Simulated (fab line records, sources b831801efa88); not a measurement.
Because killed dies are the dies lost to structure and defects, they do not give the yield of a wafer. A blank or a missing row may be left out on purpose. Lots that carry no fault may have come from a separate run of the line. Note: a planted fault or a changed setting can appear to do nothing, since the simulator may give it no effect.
A sampling plan put to the test + flow sky130 + one line in one fab, 52 faults in these records, each fault weighed on the records of the lots it struck
What counts as the plan is the set of the line's own looks, namely the steps on the route at which a gauge or an inspection reads a wafer and does not change it. Where struck wafers have a number at a look and the file lists that look's usual mean and standard deviation on fault-free wafers, the look can be judged. Caught: a look later than the fault's first step finds the struck wafers' mean 4 or more of those standard deviations (sigma) from the usual mean. On the tool: here the same test is run on the tool's own readings at the fault's steps. If the struck wafers alone have a blank record, or they carry another recipe, that too counts as caught.

## THE FAULTS, as the simulator had put them in
1. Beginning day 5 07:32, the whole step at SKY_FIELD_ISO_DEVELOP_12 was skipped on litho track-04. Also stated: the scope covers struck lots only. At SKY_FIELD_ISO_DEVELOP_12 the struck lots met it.
2. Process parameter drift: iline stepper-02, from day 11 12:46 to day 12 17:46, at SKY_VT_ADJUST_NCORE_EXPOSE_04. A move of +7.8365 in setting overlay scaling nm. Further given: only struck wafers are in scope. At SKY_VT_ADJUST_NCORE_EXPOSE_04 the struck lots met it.
3. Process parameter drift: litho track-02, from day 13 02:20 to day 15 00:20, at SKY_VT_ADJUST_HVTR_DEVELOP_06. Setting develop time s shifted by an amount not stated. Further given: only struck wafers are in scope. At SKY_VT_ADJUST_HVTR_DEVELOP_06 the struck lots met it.
4. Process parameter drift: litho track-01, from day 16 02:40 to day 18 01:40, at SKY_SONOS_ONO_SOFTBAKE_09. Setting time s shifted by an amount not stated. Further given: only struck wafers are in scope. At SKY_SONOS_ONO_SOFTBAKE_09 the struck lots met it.
5. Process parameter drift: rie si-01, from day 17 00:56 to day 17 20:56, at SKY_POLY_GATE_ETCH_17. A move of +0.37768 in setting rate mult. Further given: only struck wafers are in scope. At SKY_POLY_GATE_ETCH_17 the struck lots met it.
6. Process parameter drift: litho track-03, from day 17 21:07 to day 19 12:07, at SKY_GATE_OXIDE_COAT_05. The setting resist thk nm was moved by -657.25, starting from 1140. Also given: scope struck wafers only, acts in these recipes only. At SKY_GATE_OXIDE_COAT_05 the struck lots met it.
7. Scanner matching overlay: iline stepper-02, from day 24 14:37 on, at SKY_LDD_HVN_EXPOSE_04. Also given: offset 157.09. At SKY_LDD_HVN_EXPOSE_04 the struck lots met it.
8. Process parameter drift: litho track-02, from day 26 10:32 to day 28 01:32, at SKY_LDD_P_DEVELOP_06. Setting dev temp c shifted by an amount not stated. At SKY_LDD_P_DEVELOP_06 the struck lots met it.
9. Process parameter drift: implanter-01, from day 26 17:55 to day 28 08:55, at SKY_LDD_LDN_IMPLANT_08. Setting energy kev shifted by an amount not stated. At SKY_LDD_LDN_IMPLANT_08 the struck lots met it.
10. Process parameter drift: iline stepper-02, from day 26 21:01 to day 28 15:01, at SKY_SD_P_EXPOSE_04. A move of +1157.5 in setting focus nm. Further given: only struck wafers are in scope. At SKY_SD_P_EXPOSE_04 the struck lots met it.
11. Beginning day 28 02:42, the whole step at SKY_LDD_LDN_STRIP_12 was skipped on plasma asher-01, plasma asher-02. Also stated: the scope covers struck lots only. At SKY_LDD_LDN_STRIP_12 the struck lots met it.
12. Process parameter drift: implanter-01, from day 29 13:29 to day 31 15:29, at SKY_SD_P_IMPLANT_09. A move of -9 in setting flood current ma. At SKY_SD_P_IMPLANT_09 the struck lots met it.
13. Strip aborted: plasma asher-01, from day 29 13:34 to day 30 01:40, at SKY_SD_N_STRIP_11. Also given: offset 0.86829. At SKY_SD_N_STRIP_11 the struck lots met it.
14. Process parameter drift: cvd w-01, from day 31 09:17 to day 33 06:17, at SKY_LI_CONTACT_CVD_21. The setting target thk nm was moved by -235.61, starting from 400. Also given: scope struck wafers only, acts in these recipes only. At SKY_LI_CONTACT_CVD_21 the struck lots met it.
15. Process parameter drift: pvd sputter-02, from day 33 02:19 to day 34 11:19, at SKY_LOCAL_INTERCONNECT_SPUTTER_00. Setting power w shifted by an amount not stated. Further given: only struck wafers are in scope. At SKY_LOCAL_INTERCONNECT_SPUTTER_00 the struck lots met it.
16. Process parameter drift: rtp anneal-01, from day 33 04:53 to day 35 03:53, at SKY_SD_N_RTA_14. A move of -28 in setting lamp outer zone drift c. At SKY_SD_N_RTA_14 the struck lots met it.
17. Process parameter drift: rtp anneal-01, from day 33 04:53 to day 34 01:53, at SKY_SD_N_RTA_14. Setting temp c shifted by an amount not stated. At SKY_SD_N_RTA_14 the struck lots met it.
18. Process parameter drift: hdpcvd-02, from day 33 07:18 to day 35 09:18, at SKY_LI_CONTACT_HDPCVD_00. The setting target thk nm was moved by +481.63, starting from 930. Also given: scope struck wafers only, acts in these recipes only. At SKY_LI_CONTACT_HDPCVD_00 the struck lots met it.
19. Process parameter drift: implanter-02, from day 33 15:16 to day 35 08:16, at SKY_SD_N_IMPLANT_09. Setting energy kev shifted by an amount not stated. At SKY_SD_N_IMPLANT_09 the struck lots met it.
20. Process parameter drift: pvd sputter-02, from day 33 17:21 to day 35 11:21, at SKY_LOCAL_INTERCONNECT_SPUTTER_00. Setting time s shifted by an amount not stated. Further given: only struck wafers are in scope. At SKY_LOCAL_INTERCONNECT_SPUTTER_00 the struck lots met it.
21. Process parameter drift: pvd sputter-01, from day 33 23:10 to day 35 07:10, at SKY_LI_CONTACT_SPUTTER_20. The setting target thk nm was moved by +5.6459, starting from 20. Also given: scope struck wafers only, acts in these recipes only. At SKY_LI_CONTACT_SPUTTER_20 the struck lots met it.
22. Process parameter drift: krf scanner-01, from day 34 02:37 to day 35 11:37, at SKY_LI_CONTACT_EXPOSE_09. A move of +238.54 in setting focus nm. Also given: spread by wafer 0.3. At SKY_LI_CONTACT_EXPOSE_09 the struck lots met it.
23. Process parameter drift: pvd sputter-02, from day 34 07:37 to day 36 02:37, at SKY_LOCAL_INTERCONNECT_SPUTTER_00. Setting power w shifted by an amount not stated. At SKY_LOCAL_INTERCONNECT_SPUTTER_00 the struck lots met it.
24. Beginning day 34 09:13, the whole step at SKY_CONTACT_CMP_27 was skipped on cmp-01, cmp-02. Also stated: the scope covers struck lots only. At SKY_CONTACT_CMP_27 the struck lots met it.
25. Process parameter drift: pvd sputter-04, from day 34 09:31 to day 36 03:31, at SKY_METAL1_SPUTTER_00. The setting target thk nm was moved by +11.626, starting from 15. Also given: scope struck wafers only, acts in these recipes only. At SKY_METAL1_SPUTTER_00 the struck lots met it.
26. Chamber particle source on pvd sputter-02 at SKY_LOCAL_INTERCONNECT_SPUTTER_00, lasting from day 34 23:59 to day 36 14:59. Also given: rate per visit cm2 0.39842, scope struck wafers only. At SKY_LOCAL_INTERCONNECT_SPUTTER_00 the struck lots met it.
27. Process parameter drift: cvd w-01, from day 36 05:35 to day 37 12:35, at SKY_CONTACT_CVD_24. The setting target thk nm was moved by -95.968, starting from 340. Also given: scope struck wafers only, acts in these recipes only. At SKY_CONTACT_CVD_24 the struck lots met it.
28. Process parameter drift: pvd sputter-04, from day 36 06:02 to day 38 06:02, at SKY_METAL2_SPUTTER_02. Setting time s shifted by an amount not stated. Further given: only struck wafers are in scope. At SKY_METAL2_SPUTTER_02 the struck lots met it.
29. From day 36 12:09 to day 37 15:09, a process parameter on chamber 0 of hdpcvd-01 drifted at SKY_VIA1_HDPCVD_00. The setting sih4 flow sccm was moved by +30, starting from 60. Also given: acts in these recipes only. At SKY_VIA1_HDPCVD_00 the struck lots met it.
30. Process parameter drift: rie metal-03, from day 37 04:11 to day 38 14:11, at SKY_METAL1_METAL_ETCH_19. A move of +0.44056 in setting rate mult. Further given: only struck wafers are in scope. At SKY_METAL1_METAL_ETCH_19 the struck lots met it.
31. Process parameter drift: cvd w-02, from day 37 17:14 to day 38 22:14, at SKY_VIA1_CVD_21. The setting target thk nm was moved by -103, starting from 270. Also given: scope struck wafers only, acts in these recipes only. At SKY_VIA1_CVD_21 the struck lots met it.
32. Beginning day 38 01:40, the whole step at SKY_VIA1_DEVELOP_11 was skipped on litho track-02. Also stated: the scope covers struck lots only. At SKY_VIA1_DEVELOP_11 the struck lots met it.
33. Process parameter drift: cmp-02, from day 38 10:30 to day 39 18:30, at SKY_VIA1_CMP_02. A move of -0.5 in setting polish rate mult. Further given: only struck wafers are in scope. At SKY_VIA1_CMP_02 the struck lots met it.
34. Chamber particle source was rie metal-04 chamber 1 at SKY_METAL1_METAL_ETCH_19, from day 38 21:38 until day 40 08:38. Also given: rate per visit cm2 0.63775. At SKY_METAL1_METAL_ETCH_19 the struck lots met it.
35. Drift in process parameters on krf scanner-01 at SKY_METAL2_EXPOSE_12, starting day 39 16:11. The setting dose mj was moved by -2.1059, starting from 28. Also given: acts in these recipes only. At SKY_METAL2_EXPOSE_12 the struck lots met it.
36. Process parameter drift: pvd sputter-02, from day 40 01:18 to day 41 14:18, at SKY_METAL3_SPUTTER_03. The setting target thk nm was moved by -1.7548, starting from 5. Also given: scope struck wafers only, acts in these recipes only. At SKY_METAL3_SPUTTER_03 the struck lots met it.
37. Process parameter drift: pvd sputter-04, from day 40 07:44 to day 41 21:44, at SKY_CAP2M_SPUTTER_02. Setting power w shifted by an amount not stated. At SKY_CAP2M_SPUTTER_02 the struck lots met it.
38. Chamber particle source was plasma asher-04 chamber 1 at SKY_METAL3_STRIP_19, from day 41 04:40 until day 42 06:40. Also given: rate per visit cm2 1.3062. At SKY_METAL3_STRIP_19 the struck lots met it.
39. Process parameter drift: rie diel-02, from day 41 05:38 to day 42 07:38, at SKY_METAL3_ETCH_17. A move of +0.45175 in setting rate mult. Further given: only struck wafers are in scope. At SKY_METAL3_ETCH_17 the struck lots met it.
40. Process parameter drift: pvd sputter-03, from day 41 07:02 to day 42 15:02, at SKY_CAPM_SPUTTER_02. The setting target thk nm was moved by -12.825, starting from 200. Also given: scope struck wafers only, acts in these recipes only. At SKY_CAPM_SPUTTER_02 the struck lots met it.
41. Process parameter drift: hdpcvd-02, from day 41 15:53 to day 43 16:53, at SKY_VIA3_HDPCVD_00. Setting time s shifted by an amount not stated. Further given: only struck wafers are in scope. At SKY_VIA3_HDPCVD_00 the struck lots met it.
42. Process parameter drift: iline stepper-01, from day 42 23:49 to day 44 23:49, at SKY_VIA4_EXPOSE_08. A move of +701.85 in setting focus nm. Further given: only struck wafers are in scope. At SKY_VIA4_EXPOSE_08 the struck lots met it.
43. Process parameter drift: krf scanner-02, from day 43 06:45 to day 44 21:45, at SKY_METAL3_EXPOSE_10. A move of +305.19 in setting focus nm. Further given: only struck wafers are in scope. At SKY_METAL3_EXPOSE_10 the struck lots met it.
44. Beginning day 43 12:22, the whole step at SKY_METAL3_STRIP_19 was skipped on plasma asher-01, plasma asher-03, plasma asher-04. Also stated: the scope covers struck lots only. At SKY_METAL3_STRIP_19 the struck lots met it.
45. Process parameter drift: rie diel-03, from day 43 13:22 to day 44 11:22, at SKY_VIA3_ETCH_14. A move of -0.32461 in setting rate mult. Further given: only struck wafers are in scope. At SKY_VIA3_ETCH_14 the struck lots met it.
46. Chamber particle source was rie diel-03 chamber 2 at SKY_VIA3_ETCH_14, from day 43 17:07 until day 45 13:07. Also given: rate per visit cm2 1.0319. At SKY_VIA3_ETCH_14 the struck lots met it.
47. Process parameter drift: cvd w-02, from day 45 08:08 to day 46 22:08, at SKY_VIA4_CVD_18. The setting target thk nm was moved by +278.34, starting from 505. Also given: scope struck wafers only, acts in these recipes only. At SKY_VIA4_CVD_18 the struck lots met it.
48. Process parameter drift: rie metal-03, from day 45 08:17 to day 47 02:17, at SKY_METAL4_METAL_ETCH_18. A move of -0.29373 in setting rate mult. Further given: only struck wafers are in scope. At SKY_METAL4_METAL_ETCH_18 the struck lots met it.
49. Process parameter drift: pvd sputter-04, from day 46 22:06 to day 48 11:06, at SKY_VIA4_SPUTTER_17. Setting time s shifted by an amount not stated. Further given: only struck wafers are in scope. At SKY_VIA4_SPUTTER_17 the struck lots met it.
50. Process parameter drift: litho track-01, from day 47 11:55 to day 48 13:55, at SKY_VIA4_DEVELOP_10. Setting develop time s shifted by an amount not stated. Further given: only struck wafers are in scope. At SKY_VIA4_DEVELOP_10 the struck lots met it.
51. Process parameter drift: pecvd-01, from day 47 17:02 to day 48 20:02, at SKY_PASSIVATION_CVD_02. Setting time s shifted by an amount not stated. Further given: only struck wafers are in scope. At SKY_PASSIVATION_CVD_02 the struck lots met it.
52. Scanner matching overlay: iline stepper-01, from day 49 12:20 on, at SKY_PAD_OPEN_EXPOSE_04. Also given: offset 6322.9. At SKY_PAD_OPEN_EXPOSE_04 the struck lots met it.

## WHAT THE PLAN SAW
| fault | on the tool itself                               | first look that catches it                      | reading, sigma                 | median hours from its first step to that look | hours from the fault's start to the first struck lot there | judged looks passed uncaught |
|-------|--------------------------------------------------|-------------------------------------------------|--------------------------------|-----------------------------------------------|------------------------------------------------------------|------------------------------|
| 1     | no reading that can be judged                    | no look after it can be judged                  | -                              | -                                             | -                                                          | 0                            |
| 2     | under 2 sigma                                    | SKY_VT_ADJUST_NCORE_OVL_MEAS_08                 | VT_ADJUST_NCORE_OVL -5.0       | 12.4                                          | 33                                                         | 0                            |
| 3     | under 2 sigma                                    | SKY_VT_ADJUST_HVTR_CD_MEAS_07                   | cd nm +5.8                     | 0.2                                           | 8                                                          | 0                            |
| 4     | heater power total W +99 or beyond sigma         | no look after it can be judged                  | -                              | -                                             | -                                                          | 0                            |
| 5     | under 2 sigma                                    | no look after it can be judged                  | -                              | -                                             | -                                                          | 0                            |
| 6     | no reading that can be judged                    | none of the 3 looks that can be judged after it | -                              | -                                             | -                                                          | 3                            |
| 7     | no reading that can be judged                    | SKY_LDD_HVN_OVL_MEAS_07                         | LDD_HVN_OVL +99 or beyond      | 14.6                                          | 15                                                         | 0                            |
| 8     | developer temp C +22 sigma                       | SKY_LDD_P_CD_MEAS_07                            | cd nm -4.4                     | 0.1                                           | 3                                                          | 0                            |
| 9     | beam energy keV +99 or beyond sigma              | SKY_LDD_LDN_TW_MEAS_13                          | LDD_LDN_TW +5.6                | 0.7                                           | 2                                                          | 0                            |
| 10    | no reading that can be judged                    | SKY_SD_P_CD_MEAS_07                             | cd nm -8.2                     | 13.7                                          | 20                                                         | 0                            |
| 11    | the tool's record is blank for the struck wafers | no look after it can be judged                  | -                              | -                                             | -                                                          | 0                            |
| 12    | no reading that can be judged                    | none of the 6 looks that can be judged after it | -                              | -                                             | -                                                          | 6                            |
| 13    | oes product au -44 sigma                         | not the one look that can be judged after it    | -                              | -                                             | -                                                          | 1                            |
| 14    | under 2 sigma                                    | SKY_LI_CONTACT_RS_MEAS_22                       | LI_CONTACT_W_RS +70            | 0.1                                           | 13                                                         | 0                            |
| 15    | cathode dc power W +99 or beyond sigma           | SKY_LOCAL_INTERCONNECT_RS_MEAS_01               | LOCAL_INTERCONNECT_TIN_RS -15  | 0.1                                           | 10                                                         | 0                            |
| 16    | under 2 sigma                                    | SKY_SD_N_RS_MEAS_16                             | SD_N_RS +19                    | 0.2                                           | 8                                                          | 0                            |
| 17    | wafer_temp_C_max +16 sigma                       | SKY_SD_N_RS_MEAS_16                             | SD_N_RS -32                    | 0.2                                           | 8                                                          | 0                            |
| 18    | no reading that can be judged                    | SKY_LI_CONTACT_THK_MEAS_01                      | LI_CONTACT_HDPCVD_THK +41      | 0.1                                           | 6                                                          | 0                            |
| 19    | beam energy keV -99 or beyond sigma              | SKY_SD_N_TW_MEAS_12                             | SD_N_TW -14                    | 0.4                                           | 3                                                          | 0                            |
| 20    | under 2 sigma                                    | SKY_LOCAL_INTERCONNECT_RS_MEAS_01               | LOCAL_INTERCONNECT_TIN_RS -9.0 | 0.1                                           | 24                                                         | 0                            |
| 21    | under 2 sigma                                    | no look after it can be judged                  | -                              | -                                             | -                                                          | 0                            |
| 22    | no reading that can be judged                    | SKY_LI_CONTACT_CD_MEAS_12                       | cd nm -15                      | 11.4                                          | 23                                                         | 0                            |
| 23    | cathode dc power W +99 or beyond sigma           | SKY_LOCAL_INTERCONNECT_RS_MEAS_01               | LOCAL_INTERCONNECT_TIN_RS -14  | 0.1                                           | 9                                                          | 0                            |
| 24    | the tool's record is blank for the struck wafers | no look after it can be judged                  | -                              | -                                             | -                                                          | 0                            |
| 25    | under 2 sigma                                    | not the one look that can be judged after it    | -                              | -                                             | -                                                          | 1                            |
| 26    | under 2 sigma                                    | none of the 7 looks that can be judged after it | -                              | -                                             | -                                                          | 7                            |
| 27    | under 2 sigma                                    | SKY_CONTACT_RS_MEAS_25                          | CONTACT_W_RS +22               | 0.1                                           | 2                                                          | 0                            |
| 28    | under 2 sigma                                    | SKY_METAL2_RS_MEAS_05                           | METAL2_ALCU_RS +18             | 0.1                                           | 6                                                          | 0                            |
| 29    | sih4 flow sccm +99 or beyond sigma               | SKY_VIA1_THK_MEAS_01                            | VIA1_HDPCVD_THK +44            | 0.1                                           | 11                                                         | 0                            |
| 30    | under 2 sigma                                    | no look after it can be judged                  | -                              | -                                             | -                                                          | 0                            |
| 31    | under 2 sigma                                    | SKY_VIA1_RS_MEAS_22                             | VIA1_W_RS +35                  | 0.1                                           | 21                                                         | 0                            |
| 32    | no reading that can be judged                    | no look after it can be judged                  | -                              | -                                             | -                                                          | 0                            |
| 33    | under 2 sigma                                    | no look after it can be judged                  | -                              | -                                             | -                                                          | 0                            |
| 34    | under 2 sigma                                    | not the one look that can be judged after it    | -                              | -                                             | -                                                          | 1                            |
| 35    | exposure dose mJ cm2 -54 sigma                   | SKY_METAL2_CD_MEAS_15                           | cd nm +10                      | 11.4                                          | 20                                                         | 0                            |
| 36    | under 2 sigma                                    | no look after it can be judged                  | -                              | -                                             | -                                                          | 0                            |
| 37    | cathode dc power W -99 or beyond sigma           | SKY_CAP2M_RS_MEAS_03                            | CAP2M_TIN_RS +85               | 0.1                                           | 3                                                          | 0                            |
| 38    | under 2 sigma                                    | no look after it can be judged                  | -                              | -                                             | -                                                          | 0                            |
| 39    | under 2 sigma                                    | no look after it can be judged                  | -                              | -                                             | -                                                          | 0                            |
| 40    | under 2 sigma                                    | SKY_CAPM_RS_MEAS_03                             | CAPM_TIN_RS +7.2               | 0.1                                           | 8                                                          | 0                            |
| 41    | run length s -40 sigma                           | SKY_VIA3_THK_MEAS_01                            | VIA3_HDPCVD_THK -6.4           | 0.2                                           | 3                                                          | 0                            |
| 42    | no reading that can be judged                    | not the one look that can be judged after it    | -                              | -                                             | -                                                          | 1                            |
| 43    | no reading that can be judged                    | SKY_METAL3_CD_MEAS_13                           | cd nm -23                      | 10.8                                          | 14                                                         | 0                            |
| 44    | no reading that can be judged                    | no look after it can be judged                  | -                              | -                                             | -                                                          | 0                            |
| 45    | oes product au -9.0 sigma                        | no look after it can be judged                  | -                              | -                                             | -                                                          | 0                            |
| 46    | under 2 sigma                                    | not the one look that can be judged after it    | -                              | -                                             | -                                                          | 1                            |
| 47    | under 2 sigma                                    | SKY_VIA4_RS_MEAS_19                             | VIA4_W_RS -22                  | 0.1                                           | 10                                                         | 0                            |
| 48    | oes product au -7.6 sigma                        | no look after it can be judged                  | -                              | -                                             | -                                                          | 0                            |
| 49    | under 2 sigma                                    | no look after it can be judged                  | -                              | -                                             | -                                                          | 0                            |
| 50    | no reading that can be judged                    | not the one look that can be judged after it    | -                              | -                                             | -                                                          | 1                            |
| 51    | under 2 sigma                                    | SKY_PASSIVATION_THK_MEAS_03                     | PASSIVATION_CVD_02_THK +5.7    | 0.2                                           | 17                                                         | 0                            |
| 52    | under 2 sigma                                    | no look after it can be judged                  | -                              | -                                             | -                                                          | 0                            |
Dash: fault not caught, or number not given in these records.

Caught at a look: 26 of 52. Caught on the tool: 16 of 52. By one or the other: 32 of 52.
Faults caught by the tool alone: 4, 11, 13, 24, 45, 48.
Caught at a look alone: faults 2, 3, 7, 10, 14, 16, 18, 20, 22, 27, 28, 31, 40, 43, 47, 51.
Caught by neither: faults 1, 5, 6, 12, 21, 25, 26, 30, 32, 33, 34, 36, 38, 39, 42, 44, 46, 49, 50, 52.

## THINNER SAMPLING
In the worst case, this is how late the first struck lot would be measured if the look that catches a fault measured only every second or every third lot, by lot number:
| fault | struck lots at that look, in order of time | every lot | every second lot | every third lot |
|-------|--------------------------------------------|-----------|------------------|-----------------|
| 2     | L511                                       | 33 h      | may miss it      | may miss it     |
| 3     | L994, L996                                 | 8 h       | may miss all 2   | may miss all 2  |
| 7     | L201, L203                                 | 15 h      | may miss all 2   | may miss all 2  |
| 8     | L237, L239                                 | 3 h       | may miss all 2   | may miss all 2  |
| 9     | L715, L716, L717                           | 2 h       | 20 h             | 22 h            |
| 10    | L938, L942                                 | 20 h      | may miss all 2   | may miss all 2  |
| 14    | L330, L332                                 | 13 h      | may miss all 2   | may miss all 2  |
| 15    | L973                                       | 10 h      | may miss it      | may miss it     |
| 16    | L346, L348, L350                           | 8 h       | may miss all 3   | 30 h            |
| 17    | L910, L912                                 | 8 h       | may miss all 2   | may miss all 2  |
| 18    | L308, L312                                 | 6 h       | may miss all 2   | may miss all 2  |
| 19    | L605, L607                                 | 3 h       | may miss all 2   | may miss all 2  |
| 20    | L910                                       | 24 h      | may miss it      | may miss it     |
| 22    | L464, L466                                 | 23 h      | may miss all 2   | may miss all 2  |
| 23    | L350, L353                                 | 9 h       | 24 h             | may miss all 2  |
| 27    | L281, L280                                 | 2 h       | 6 h              | may miss all 2  |
| 28    | L727, L731                                 | 6 h       | may miss all 2   | may miss all 2  |
| 29    | L191, L193                                 | 11 h      | may miss all 2   | may miss all 2  |
| 31    | L615, L614                                 | 21 h      | 25 h             | may miss all 2  |
| 35    | L605, L606                                 | 20 h      | 24 h             | may miss all 2  |
| 37    | L835, L838                                 | 3 h       | 16 h             | may miss all 2  |
| 40    | L206, L210                                 | 8 h       | may miss all 2   | may miss all 2  |
| 41    | L932, L933, L934                           | 3 h       | 15 h             | 17 h            |
| 43    | L867, L868                                 | 14 h      | 18 h             | may miss all 2  |
| 47    | L943, L944                                 | 10 h      | 19 h             | may miss all 2  |
| 51    | L709                                       | 17 h      | may miss it      | may miss it     |
Hours are from the fault's start to the first struck lot that is measured. The limit of 4 sigma was tested on all struck wafers together, so one lot alone may lie under it. Other struck lots may not be in these records.

## THE LONGEST TIMED WAY FROM STEP TO LOOK
For fault 7, SKY_LDD_HVN_EXPOSE_04 and SKY_LDD_HVN_OVL_MEAS_07 are separated by a median of 14.6 hours. No look between them can be judged.
